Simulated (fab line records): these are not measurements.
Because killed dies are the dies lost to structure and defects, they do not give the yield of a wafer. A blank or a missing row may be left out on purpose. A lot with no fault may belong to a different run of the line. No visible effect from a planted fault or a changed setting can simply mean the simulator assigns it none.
fab line records	flow sky130
[record] lots = 13	wafers = 39	last-day = 49
route steps=708 shown POLY_GATE@230 LDD_HVN@274 LDD_HVP@287 LDD_LDN@293
lots with no fault: from the same line, run without faults
start-h: start of the lot's first displayed wafer, in hours after the record's first day	wait-h: hours elapsed since this lot's preceding step	" same as the row above	L1.1+2: several wafers, shown together as one row	- either no value or no given start	* or withheld: withheld	< > ~ a bound
route shown NAME@n: names a module that has steps shown in the file, with the first one's number in the route	usual: mean/standard deviation of fault-free wafers	same: alike in all rows	chamber/n: place in a boat	sites: each site's reading	_std_site: how widely they spread, as a standard deviation	_edge_site: the outer-site mean with the inner-site mean subtracted	radius-mm: how far each site lies from the wafer's centre	mask NAME#n: copy n	behind: the most recent tool/chamber to have shaped the wafer	hold: why the lot was held/for how many hours/how that ended	device: the n, p or np transistor that did not switch	end of line: the tests these same wafers got at the end of their route	for a step that has no rows: nothing shown but its recipe	killed: dies that structure and defects cost at the first sort, which is not the same as the wafer's yield	map: dies across one wafer; x = killed, . = not, _ = none there
set.NAME: setting as actually run; set.NAME@STEP: the setting as run at that earlier step	model.NAME: the simulator's own value behind a step, which no gauge read
a sample of lots followed through the steps of the route, with each step as a table and each wafer as a row
services: from which hour (start-h, from the record's first day; less than 0 if before it) a tool's chamber was out of use, for how many hours, and why
[[steps]]
[step SKY_POLY_GATE_ETCH_16]
[recipe] stop-on = poly-Si	chemistry = CH3F/O2	target = Si3N4	source-w = 400	bias-w = 80	pressure-mtorr = 25	ch3f-flow-sccm = 40	O2_flow_sccm = 30	time-s = 147.5	target-depth-a = 750
[usual] drypump-motor-current-A = 5.5/0.36	oes-product-au = 0.641/0.0055	throttle-valve-pct = 10.536/0.0093
lot.wafer	tool	chamber	start-h	wait-h	drypump-motor-current-A	oes-product-au	rf-hours-counter-h	throttle-valve-pct
L888.1	rie-diel-02	0	368.97	0.0	5.2	0.640	51	10.539
L888.4	"	2	"	"	6.0	0.643	102	10.528
L888.6	"	0	"	"	5.2	0.645	-	10.526
L889.1	rie-diel-04	3	376.81	0.0	5.4	0.641	25	10.535
L889.4	"	0	"	"	5.9	0.636	-	10.549
L889.5	"	2	"	"	5.1	0.631	-	10.549
L890.1	rie-diel-03	3	385.19	0.0	5.6	0.641	13	10.541
L890.2	"	0	"	"	5.8	0.639	2	10.551
L890.5	"	2	"	"	5.5	0.645	-	10.540
L891.2	rie-diel-02	1	391.74	0.0	5.1	0.641	11	10.551
L891.3	"	3	"	"	5.5	0.639	29	10.538
L891.5	"	0	"	"	5.2	0.639	-	10.534
L892.1	rie-diel-04	1	412.37	0.0	6.2	0.649	1	10.534
L892.2	"	0	"	"	5.9	0.642	80	10.552
L892.5	"	1	"	"	6.2	0.641	-	10.530
L893.2	rie-diel-02	3	416.96	0.0	5.5	0.643	30	10.533
L893.3	"	1	"	"	5.0	0.639	11	10.536
L893.5	"	0	"	"	5.2	0.640	-	10.542
L895.2	rie-diel-04	3	431.33	0.0	5.4	0.640	26	10.523
L895.3	"	2	"	"	5.1	0.643	2	10.552
L895.4	"	1	"	"	6.2	0.640	1	10.525
L896.2	rie-diel-04	0	442.59	0.0	5.9	0.630	81	10.526
L896.3	"	1	"	"	6.2	0.645	1	10.529
L896.6	"	2	"	"	5.1	0.634	-	10.534
L897.2	rie-diel-03	1	451.76	0.0	5.4	0.634	6	10.529
L897.3	"	2	"	"	5.5	0.641	1	10.534
L897.6	"	3	"	"	5.6	0.633	-	10.527
L898.1	rie-diel-02	0	456.52	0.0	5.2	0.636	53	10.538
L898.2	"	1	"	"	5.0	0.634	12	10.529
L898.5	"	1	"	"	5.1	0.633	-	10.550
L900.3	rie-diel-03	2	480.16	0.0	5.5	0.640	1	10.528
L900.4	"	3	"	"	5.6	0.625	15	10.533
L900.6	"	3	"	"	5.5	0.652	-	10.537
L901.2	rie-diel-04	1	489.56	0.0	6.1	0.643	2	10.541
L901.4	"	2	"	"	5.1	0.640	3	10.546
L901.6	"	0	"	"	5.9	0.647	-	10.541
L902.1	rie-diel-02	3	512.21	0.0	5.4	0.643	32	10.545
L902.2	"	1	"	"	5.1	0.633	13	10.533
L902.6	"	2	"	"	6.0	0.648	-	10.528
[step SKY_LDD_HVN_OVL_MEAS_07]
[usual] LDD_HVN_OVL = 0.0/1.3
lot.wafer	tool	chamber	start-h	wait-h	LDD_HVN_OVL[nm]
L888.1	overlay-02	-	460.83	0.1	0.5
L888.4	"	-	"	"	0.6
L888.6	"	-	"	"	-0.4
L889.1	overlay-02	-	469.00	0.1	0.0
L889.4	"	-	"	"	-0.8
L889.5	"	-	"	"	-0.7
L890.1	overlay-02	-	481.55	0.1	-1.8
L890.2	"	-	"	"	-0.8
L890.5	"	-	"	"	-0.9
L891.2	overlay-02	-	487.63	0.1	-1.6
L891.3	"	-	"	"	-1.9
L891.5	"	-	"	"	0.1
L892.1	overlay-01	-	507.78	0.1	0.4
L892.2	"	-	"	"	-1.7
L892.5	"	-	"	"	0.5
L893.2	overlay-01	-	511.43	0.1	-0.5
L893.3	"	-	"	"	-0.8
L893.5	"	-	"	"	-1.2
L895.2	overlay-02	-	525.83	0.1	-1.6
L895.3	"	-	"	"	-1.3
L895.4	"	-	"	"	0.0
L896.2	overlay-02	-	537.24	0.1	0.1
L896.3	"	-	"	"	2.1
L896.6	"	-	"	"	3.0
L897.2	overlay-02	-	547.53	0.1	1.3
L897.3	"	-	"	"	-0.3
L897.6	"	-	"	"	1.0
L898.1	overlay-02	-	551.04	0.1	1.3
L898.2	"	-	"	"	1.4
L898.5	"	-	"	"	1.7
L900.3	overlay-02	-	573.44	0.1	0.9
L900.4	"	-	"	"	0.7
L900.6	"	-	"	"	1.3
L901.2	overlay-01	-	583.09	0.1	1.9
L901.4	"	-	"	"	1.1
L901.6	"	-	"	"	1.1
L902.1	overlay-02	-	605.09	0.1	-2.0
L902.2	"	-	"	"	-1.1
L902.6	"	-	"	"	-0.4
[step SKY_LDD_HVP_STRIP_09]
[recipe] chemistry = O2/N2	power-w = 1400	pressure-mtorr = 1500	platen-temp-c = withheld	o2-flow-sccm = 3000	n2-flow-sccm = 300	overash-fraction = 0.5
[usual] drypump-motor-current-A = 5.7/0.33	oes-product-au = 0.408/0.0045	strip-time-to-endpoint-s = 4.136/0.016
lot.wafer	tool	chamber	start-h	wait-h	drypump-motor-current-A	oes-product-au	rf-hours-counter-h	strip-time-to-endpoint-s
L888.1	plasma-asher-04	1	491.19	0.1	5.9	0.410	37	4.150
L888.4	"	0	"	"	5.7	0.406	-	4.111
L888.6	"	1	"	"	5.9	0.411	-	4.146
L889.1	plasma-asher-02	0	500.16	0.1	5.3	0.418	7	4.136
L889.4	"	1	"	"	6.1	0.407	-	4.126
L889.5	"	1	"	"	6.1	0.403	-	4.137
L890.1	plasma-asher-04	1	512.61	0.2	5.9	0.407	40	4.117
L890.2	"	0	"	"	5.7	0.402	40	4.124
L890.5	"	1	"	"	5.9	0.404	-	4.156
L891.2	plasma-asher-02	0	518.31	0.1	5.3	0.407	9	4.112
L891.3	"	0	"	"	5.3	0.403	-	4.122
L891.5	"	0	"	"	5.3	0.411	-	4.117
L892.1	plasma-asher-02	0	538.74	0.1	5.3	0.413	11	4.131
L892.2	"	1	"	"	6.1	0.404	11	4.103
L892.5	"	0	"	"	5.3	0.405	-	4.114
L893.2	plasma-asher-02	1	541.94	0.1	6.1	0.409	11	4.161
L893.3	"	0	"	"	5.3	0.410	-	4.148
L893.5	"	0	"	"	5.3	0.407	-	4.158
L895.2	plasma-asher-02	1	556.24	0.1	6.1	0.416	12	4.150
L895.3	"	0	"	"	5.3	0.412	-	4.142
L895.4	"	1	"	"	6.1	0.401	-	4.132
L896.2	plasma-asher-02	0	567.26	0.1	5.3	0.406	14	4.122
L896.3	"	0	"	"	5.3	0.407	-	4.143
L896.6	"	1	"	"	6.1	0.418	-	4.133
L897.2	plasma-asher-01	1	578.09	0.1	5.7	0.403	78	4.138
L897.3	"	1	"	"	5.7	0.411	-	4.129
L897.6	"	1	"	"	5.7	0.405	-	4.148
L898.1	plasma-asher-04	1	581.21	0.1	5.9	0.409	46	4.120
L898.2	"	0	"	"	5.7	0.401	46	4.123
L898.5	"	0	"	"	5.7	0.407	-	4.147
L900.3	plasma-asher-02	1	602.99	0.1	6.0	0.409	-	4.140
L900.4	"	0	"	"	5.3	0.407	-	4.165
L900.6	"	0	"	"	5.3	0.402	-	4.140
L901.2	plasma-asher-02	1	613.16	0.1	6.1	0.406	18	4.136
L901.4	"	1	"	"	6.1	0.407	-	4.153
L901.6	"	0	"	"	5.3	0.417	-	4.162
L902.1	plasma-asher-01	1	634.36	0.1	5.7	0.405	83	4.132
L902.2	"	0	"	"	5.1	0.409	83	4.143
L902.6	"	1	"	"	5.8	0.401	-	4.126
[step SKY_LDD_LDN_EXPOSE_04]
[recipe] mask-id = LDNTM	na = 0.6	source-shape = conventional	sigma-outer = 0.6	polarization = unpolarized	target-cd-nm = 700	dose-mj = 140
[usual] stage-vel-mm-s = 500.01/0.24
lot.wafer	tool	chamber	start-h	wait-h	mask	stage-vel-mm-s
L888.1	iline-stepper-02	0	506.87	-	LDNTM#0	500.19
L888.4	"	0	"	"	LDNTM#0	500.23
L888.6	"	0	"	"	LDNTM#0	500.19
L889.1	iline-stepper-01	0	515.38	-	LDNTM#0	499.76
L889.4	"	0	"	"	LDNTM#0	499.92
L889.5	"	0	"	"	LDNTM#0	499.66
L890.1	iline-stepper-02	0	528.31	-	LDNTM#0	500.07
L890.2	"	0	"	"	LDNTM#0	500.10
L890.5	"	0	"	"	LDNTM#0	500.35
L891.2	iline-stepper-01	0	533.38	-	LDNTM#0	499.90
L891.3	"	0	"	"	LDNTM#0	499.87
L891.5	"	0	"	"	LDNTM#0	499.94
L892.1	iline-stepper-01	0	553.52	-	LDNTM#0	500.24
L892.2	"	0	"	"	LDNTM#0	500.21
L892.5	"	0	"	"	LDNTM#0	500.25
L893.2	iline-stepper-01	0	557.34	-	LDNTM#0	499.67
L893.3	"	0	"	"	LDNTM#0	500.03
L893.5	"	0	"	"	LDNTM#0	499.95
L895.2	iline-stepper-02	0	571.32	-	LDNTM#0	499.97
L895.3	"	0	"	"	LDNTM#0	500.10
L895.4	"	0	"	"	LDNTM#0	500.24
L896.2	iline-stepper-02	0	582.21	-	LDNTM#0	500.05
L896.3	"	0	"	"	LDNTM#0	500.34
L896.6	"	0	"	"	LDNTM#0	499.87
L897.2	iline-stepper-02	0	593.09	-	LDNTM#0	499.81
L897.3	"	0	"	"	LDNTM#0	499.60
L897.6	"	0	"	"	LDNTM#0	499.89
L898.1	iline-stepper-02	0	595.99	-	LDNTM#0	500.08
L898.2	"	0	"	"	LDNTM#0	500.04
L898.5	"	0	"	"	LDNTM#0	499.77
L900.3	iline-stepper-01	0	618.04	-	LDNTM#0	500.39
L900.4	"	0	"	"	LDNTM#0	500.21
L900.6	"	0	"	"	LDNTM#0	499.98
L901.2	iline-stepper-02	0	628.22	-	LDNTM#0	500.00
L901.4	"	0	"	"	LDNTM#0	499.68
L901.6	"	0	"	"	LDNTM#0	499.56
L902.1	iline-stepper-01	0	649.65	-	LDNTM_R1#0	499.73
L902.2	"	0	"	"	LDNTM_R1#0	499.63
L902.6	"	0	"	"	LDNTM_R1#0	499.99
[[services]]
tool	chamber	start-h	hours	kind
rie-diel-02	-	386.98	0.6	repair
plasma-asher-02	-	388.98	14.6	pm
plasma-asher-04	-	401.68	2.8	pm
rie-diel-02	1	407.03	5.7	repair
plasma-asher-02	-	421.25	9.0	pm
plasma-asher-02	0	421.25	9.0	vent-cycle
plasma-asher-02	1	421.25	9.0	vent-cycle
iline-stepper-02	-	421.40	0.6	repair
rie-diel-04	-	448.88	1.4	repair
rie-diel-03	1	468.39	11.6	repair
rie-diel-03	2	469.09	2.1	repair
rie-diel-04	3	495.62	2.1	repair
rie-diel-03	3	497.83	31.4	repair
rie-diel-04	2	512.13	12.0	repair
rie-diel-04	-	512.59	2.8	pm
iline-stepper-02	-	521.43	1.7	pm
iline-stepper-01	-	538.29	1.7	pm
iline-stepper-01	-	548.95	4.4	pm
rie-diel-03	3	555.44	7.3	repair
rie-diel-04	-	560.86	0.9	repair
plasma-asher-04	-	595.33	1.9	repair
plasma-asher-04	-	616.86	3.0	repair
rie-diel-03	3	619.45	1.2	repair
rie-diel-02	-	638.78	5.4	repair
[[key]]
[first-sign] step = SKY_LDD_LDN_EXPOSE_04	reading = mask	direction = changed
effect none on later readings
met-at SKY_LDD_LDN_EXPOSE_04
struck-lots L902
sort-left-out L902.1,L902.2,L902.6
tester-left-out L902
not-acting-at SKY_POLY_GATE_ETCH_16,SKY_LDD_HVN_OVL_MEAS_07,SKY_LDD_HVP_STRIP_09
onset-between 618.04 649.65
[fault] kind = wrong-mask	tool = any	chamber = -	onset-h = 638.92	steps = SKY_LDD_LDN_EXPOSE_04	aux-copy = LDNTM_R1#0	cd-offset-nm = 105	scope = struck-lots-only
// tester-left-out: of these lots the tester's yield and bins aren't shown, on N5 and GAA mostly nor the transistor test; their killed dies are dies lost to structure and defects alone, not to doping, threshold or leakage, so they don't give the yield
// sort-left-out: the simulated sort isn't trusted on such a fault, so these wafers' sort isn't shown, and their yield isn't known
